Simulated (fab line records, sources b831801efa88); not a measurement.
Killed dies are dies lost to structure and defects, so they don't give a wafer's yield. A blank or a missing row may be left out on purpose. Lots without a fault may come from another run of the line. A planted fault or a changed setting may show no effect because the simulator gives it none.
Problem report in the 8D (eight disciplines) form, filled by code | flow sky130 | the parts of the form that need people (team, actions taken, sign-off) are left out

1. THE PROBLEM
SD_N_TW at SKY_SD_N_TW_MEAS_12 reads a mean of 184 on 3 wafers of 1 lot; wafers without a fault read 4013 with a standard deviation of 26. That is -99 or more standard deviations from the usual mean.
First seen on wafer L967.1, day 33 00:17, on film_metro-03. The record holds 39 wafers of 13 lots with a number at this step. Rule for "out", or "out of limits": more than 4 standard deviations from the usual mean. The other wafers with a number count as sound.

2. WHAT IT IS AND WHAT IT IS NOT
question                    | is                     | is not
which readings at this step | SD_N_TW                | -
which lots                  | L967                   | L952, L954, L955, L956, L957, L959, L961, L962, L963, L964, L971, L975
which wafers of those lots  | all that have a number | -
read on which gauges        | film_metro-03          | film_metro-02, film_metro-04
when                        | from day 33 00:17      | up to then (30 sound wafers); but 6 sound wafers of L971, L975 came after

3. SUSPECTS, AND WHAT RULES EACH OUT
Counting: a tool at a process step up to the reading stays a suspect if it ran every lot that is out and no sound lot after the first of them.
- the gauge at SKY_SD_N_TW_MEAS_12: ruled out. All the wafers that are out were read on film_metro-03, but those of them that SKY_RES_XHIGH_STRIP_08 has rows for are out there too, on other tools.
- plasma_asher-03 at SKY_SD_P_STRIP_10 (strips in O2/N2): ruled out as a lasting fault. Sound lots L975 ran on it after its first lot that is out, L967 (day 30 16:27).
- plasma_asher-01 at SKY_RES_XHIGH_STRIP_08 (strips in O2/N2): ruled out as a lasting fault. Sound lots L975 ran on it after its first lot that is out, L967 (day 31 20:19).
- plasma_asher-04 at SKY_SD_N_STRIP_11 (strips in O2/N2): kept. It ran the lot that is out, L967 (day 33 00:11), and no sound lot after that; its last sound lot up to then is L963 (day 31 19:17). Its own readings are out on those wafers: strip_time_to_endpoint_s.
Left after counting: plasma_asher-04 at SKY_SD_N_STRIP_11.

4. THE CAUSE (what the simulator had put in)
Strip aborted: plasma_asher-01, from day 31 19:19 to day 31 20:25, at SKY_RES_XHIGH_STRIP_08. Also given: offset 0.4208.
Counting ruled it out, wrongly: the rule takes a fault to strike every lot that its tool runs from its start on, and this one did not.

5. THE CHAIN OF EFFECTS, in route order
Each row: a reading whose mean over the struck wafers that have a number lies more than 3 standard deviations from the usual. Only readings for which the record gives a usual standard deviation are gone through. hours: the time from each lot's start at the first step in this table that gives one to its start at this step, as a median over the lots. sigmas: the change in usual standard deviations.
hours | step                   | reading                  | usual      | on struck wafers | change | sigmas
0     | SKY_RES_XHIGH_STRIP_08 | oes_product_au           | 0.711 a.u. | 0.946            | +0.235 | +50
28    | SKY_SD_N_STRIP_11      | oes_product_au           | 0.527 a.u. | 0.544            | +0.017 | +3.8
28    | SKY_SD_N_STRIP_11      | strip_time_to_endpoint_s | 22.54 s    | 24.46            | +1.92  | +46
28    | SKY_SD_N_TW_MEAS_12    | SD_N_TW                  | 4013       | 184              | -3829  | -99 or more
The process steps in it:
- SKY_RES_XHIGH_STRIP_08: strips in O2/N2.
- SKY_SD_N_STRIP_11: strips in O2/N2.
Readings that are blank on the struck wafers while sound wafers have them: strip_time_to_endpoint_s at SKY_RES_XHIGH_STRIP_08.
Later measuring or inspecting steps at which every struck wafer that the step has a row for has a number for every such reading, and none has moved that far: SKY_SD_N_RS_MEAS_18, SKY_LI_CONTACT_THK_MEAS_01.

6. WHAT WOULD HAVE CAUGHT IT SOONER
In this record the first reading out of limits at a measuring or inspecting step was taken at day 33 00:17, 29 hours after the fault began at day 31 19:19.
The tool's own readings at SKY_RES_XHIGH_STRIP_08 were out on every struck wafer that the step has a row for (oes_product_au): an alarm limit on them would have fired on the first of those.
